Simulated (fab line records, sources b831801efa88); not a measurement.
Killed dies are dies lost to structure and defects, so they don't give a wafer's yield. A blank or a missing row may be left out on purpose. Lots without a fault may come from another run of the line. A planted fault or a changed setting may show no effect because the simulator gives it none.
Which tool did it? | flow sky130 | 11 lots, 33 wafers sampled, at 5 steps of a route of 708

WHAT THE GAUGES READ, wafer by wafer
The record holds no reading of a measuring or inspecting step that can be judged against a usual standard deviation.

WHICH TOOL RAN EACH LOT (tool, then ch and the chambers of the sampled wafers, then the start)
lot  | SKY_DNWELL_COAT_02               | SKY_DNWELL_STRIP_08                 | SKY_VIA1_ETCH_14                   | SKY_VIA1_STRIP_16                    | SKY_VIA1_CMP_24
L723 | litho_track-01 ch 0, day 3 07:39 | plasma_asher-02 ch 0,1, day 3 15:23 | rie_diel-04 ch 2,3, day 35 00:27   | plasma_asher-01 ch 0, day 35 00:32   | cmp-02 ch 0,2,3, day 35 01:31
L726 | litho_track-03 ch 0, day 3 22:47 | plasma_asher-03 ch 0,1, day 4 07:03 | rie_diel-02 ch 0,1,3, day 35 14:40 | plasma_asher-01 ch 0,1, day 35 14:45 | cmp-02 ch 0,3, day 35 15:47
L727 | litho_track-02 ch 0, day 4 07:02 | plasma_asher-03 ch 0,1, day 4 15:32 | rie_diel-04 ch 0,1, day 36 08:16   | plasma_asher-04 ch 0,1, day 36 08:23 | cmp-01 ch 0,1,3, day 36 09:23
L728 | litho_track-03 ch 0, day 4 14:26 | plasma_asher-02 ch 0,1, day 4 23:25 | rie_diel-01 ch 0,1,3, day 36 15:47 | plasma_asher-03 ch 0,1, day 36 15:53 | cmp-01 ch 0,1,3, day 36 16:49
L729 | litho_track-01 ch 0, day 4 14:38 | plasma_asher-04 ch 0,1, day 4 23:45 | rie_diel-04 ch 2,3, day 36 18:15   | plasma_asher-04 ch 0,1, day 36 18:20 | cmp-01 ch 1,2,3, day 36 19:20
L730 | litho_track-01 ch 0, day 4 20:47 | plasma_asher-04 ch 0,1, day 5 05:17 | rie_diel-02 ch 1,2, day 36 19:13   | plasma_asher-04 ch 0,1, day 36 19:20 | cmp-02 ch 0,2,3, day 36 20:20
L731 | litho_track-03 ch 0, day 5 00:19 | plasma_asher-02 ch 0,1, day 5 09:32 | rie_diel-02 ch 1,2,3, day 37 07:26 | plasma_asher-03 ch 0,1, day 37 07:34 | cmp-01 ch 0,2,3, day 37 08:31
L733 | litho_track-03 ch 0, day 5 13:10 | plasma_asher-02 ch 0,1, day 5 22:00 | rie_diel-02 ch 0,1,2, day 37 21:36 | plasma_asher-01 ch 0,1, day 37 21:41 | cmp-01 ch 0,1,2, day 37 22:43
L739 | litho_track-03 ch 0, day 6 17:26 | plasma_asher-04 ch 0,1, day 7 03:29 | rie_diel-02 ch 0,1,2, day 39 16:05 | plasma_asher-01 ch 0,1, day 39 16:13 | cmp-02 ch 0,3, day 39 17:09
L740 | litho_track-03 ch 0, day 6 23:43 | plasma_asher-03 ch 0,1, day 7 10:14 | rie_diel-01 ch 0,1,2, day 40 00:23 | plasma_asher-01 ch 0,1, day 40 00:29 | cmp-01 ch 0,1,3, day 40 01:31
L743 | litho_track-01 ch 0, day 7 15:57 | plasma_asher-02 ch 0,1, day 8 02:23 | rie_diel-04 ch 0,2,3, day 40 11:33 | plasma_asher-01 ch 0,1, day 40 11:41 | cmp-01 ch 1,2, day 40 12:38
- SKY_DNWELL_COAT_02: resist thk 3000 nm.
- SKY_DNWELL_STRIP_08: strips in O2/N2.
- SKY_VIA1_ETCH_14: etches BARC in N2/H2, stops on SiO2, time 45.9 s, target depth 60 nm.
- SKY_VIA1_STRIP_16: strips in O2/N2.
- SKY_VIA1_CMP_24: polishes, stops on SiO2, t overpolish 15 s, target thk 0 nm.

WHAT THE TOOLS THEMSELVES READ (means of the sampled wafers that have a number; where no wafer has one, the mark that the record gives instead)
SKY_DNWELL_COAT_02.
lot  | tool           | exhaust_pa (Pa) | spin_speed_rpm (rpm)
L723 | litho_track-01 | 45.6            | 2000.6
L726 | litho_track-03 | 44.6            | 2000.2
L727 | litho_track-02 | 45.0            | 2001.1
L728 | litho_track-03 | 44.8            | 2000.3
L729 | litho_track-01 | 46.1            | 1999.5
L730 | litho_track-01 | 44.6            | 2000.1
L731 | litho_track-03 | 45.1            | 1999.9
L733 | litho_track-03 | 45.0            | 2001.1
L739 | litho_track-03 | 45.7            | 2001.1
L740 | litho_track-03 | 44.2            | 1998.7
L743 | litho_track-01 | 44.7            | 2000.6

SKY_DNWELL_STRIP_08.
lot  | tool            | drypump_motor_current_A (A) | n2_flow_sccm (sccm) | oes_product_au (a.u.) | strip_time_to_endpoint_s (s)
L723 | plasma_asher-02 | 6.0                         | 299.3               | 0.722                 | 36.94
L726 | plasma_asher-03 | 5.6                         | 300.2               | 0.725                 | 36.89
L727 | plasma_asher-03 | 5.9                         | 300.6               | 0.723                 | 37.00
L728 | plasma_asher-02 | 6.2                         | 300.3               | 0.719                 | 37.05
L729 | plasma_asher-04 | 5.7                         | 299.6               | 0.724                 | 37.06
L730 | plasma_asher-04 | 6.2                         | 300.7               | 0.726                 | 37.10
L731 | plasma_asher-02 | 6.2                         | 300.7               | 0.718                 | 37.06
L733 | plasma_asher-02 | 6.3                         | 300.4               | 0.723                 | 36.96
L739 | plasma_asher-04 | 6.2                         | 300.3               | 0.721                 | 38.39
L740 | plasma_asher-03 | 5.6                         | 300.7               | 0.726                 | 38.37
L743 | plasma_asher-02 | 6.0                         | 300.1               | 0.721                 | 36.94

SKY_VIA1_ETCH_14.
lot  | tool        | drypump_motor_current_A (A) | n2_flow_sccm (sccm) | oes_product_au (a.u.) | throttle_valve_pct (%)
L723 | rie_diel-04 | 5.3                         | 100.2               | 0.856                 | 13.214
L726 | rie_diel-02 | 6.1                         | 100.2               | 0.858                 | 13.225
L727 | rie_diel-04 | 5.6                         | 100.3               | 0.855                 | 13.220
L728 | rie_diel-01 | 6.1                         | 99.7                | 0.856                 | 13.224
L729 | rie_diel-04 | 5.4                         | 100.0               | 0.859                 | 13.214
L730 | rie_diel-02 | 6.4                         | 100.2               | 0.851                 | 13.224
L731 | rie_diel-02 | 6.1                         | 100.0               | 0.851                 | 13.232
L733 | rie_diel-02 | 6.4                         | 99.8                | 0.853                 | 13.221
L739 | rie_diel-02 | 6.3                         | 100.3               | 0.854                 | 13.229
L740 | rie_diel-01 | 5.9                         | 100.2               | 0.856                 | 13.228
L743 | rie_diel-04 | 5.6                         | 99.7                | 0.864                 | 13.219

SKY_VIA1_STRIP_16.
lot  | tool            | drypump_motor_current_A (A) | n2_flow_sccm (sccm) | oes_product_au (a.u.) | strip_time_to_endpoint_s (s)
L723 | plasma_asher-01 | 4.9                         | 301.5               | 0.418                 | 4.477
L726 | plasma_asher-01 | 5.1                         | 300.0               | 0.416                 | 4.465
L727 | plasma_asher-04 | 5.6                         | 300.1               | 0.416                 | 4.461
L728 | plasma_asher-03 | 5.6                         | 299.0               | 0.417                 | 4.479
L729 | plasma_asher-04 | 5.6                         | 298.9               | 0.418                 | 4.475
L730 | plasma_asher-04 | 5.7                         | 299.5               | 0.413                 | 4.458
L731 | plasma_asher-03 | 5.9                         | 300.4               | 0.413                 | 4.436
L733 | plasma_asher-01 | 5.0                         | 300.8               | 0.415                 | 4.488
L739 | plasma_asher-01 | 5.1                         | 299.7               | 0.413                 | 4.474
L740 | plasma_asher-01 | 4.9                         | 300.2               | 0.412                 | 4.417
L743 | plasma_asher-01 | 5.1                         | 300.3               | 0.413                 | 4.475

SKY_VIA1_CMP_24.
lot  | tool   | motor_current_A (A) | overpolish_run_s (s) | retaining_ring_pressure_frac | time_to_endpoint_s (s)
L723 | cmp-02 | 11.3                | 15.002               | 1.009                        | 59.5
L726 | cmp-02 | 11.1                | 14.990               | 1.002                        | 65.1
L727 | cmp-01 | 10.8                | 15.000               | 0.998                        | 63.9
L728 | cmp-01 | 10.3                | 15.001               | 1.003                        | 65.6
L729 | cmp-01 | 11.0                | 15.004               | 0.997                        | 62.5
L730 | cmp-02 | 10.6                | 14.996               | 0.994                        | 64.5
L731 | cmp-01 | 11.4                | 15.011               | 1.000                        | 63.4
L733 | cmp-01 | 11.1                | 14.998               | 1.001                        | 63.7
L739 | cmp-02 | 11.4                | 15.001               | 0.997                        | 65.0
L740 | cmp-01 | 10.6                | 14.998               | 1.000                        | 67.4
L743 | cmp-01 | 11.6                | 14.996               | 1.002                        | 69.1

THE ANSWER, worked out from the rows above alone
Rule: what is usual is taken from the lots themselves. Put in order of their means at a reading, lots are off if they are a third of the lots or fewer, leave a main group of 4 or more, and stand apart from it by a gap of 3 or more times the standard deviation of the main group's means; of several such gaps the widest counts. A main group whose means are all the same, to the digits that the tables above print for the reading, isn't used. A lot without any number at a reading at which 4 lots or more have one is off too. The other lots that the step has rows for count as sound. The gauges are gone through in route order, then the tools' own readings, and for those a lot's mean is taken as printed above. The first step at which some lot is off is used, and at that step the reading that is off furthest; a lot without a number counts as furthest.
Off: L739, L740, at SKY_DNWELL_STRIP_08 (strip_time_to_endpoint_s). The main group: mean 37.00 s, standard deviation 0.067.
A tool fits if, at that step or a process step before it, it ran every lot that is off, and no sound lot after the first of them. One fits: litho_track-03 at SKY_DNWELL_COAT_02. Its last sound lot is L733 (day 5 13:10), its first lot that is off L739 (day 6 17:26): a fault that began between those two fits.

WHAT THE SIMULATOR HAD PUT IN
Process parameter drift: litho_track-03, from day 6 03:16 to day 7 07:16, at SKY_DNWELL_COAT_02. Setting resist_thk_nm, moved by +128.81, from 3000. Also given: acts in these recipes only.
Lots struck among those shown: L739, L740. The rule above found the same.
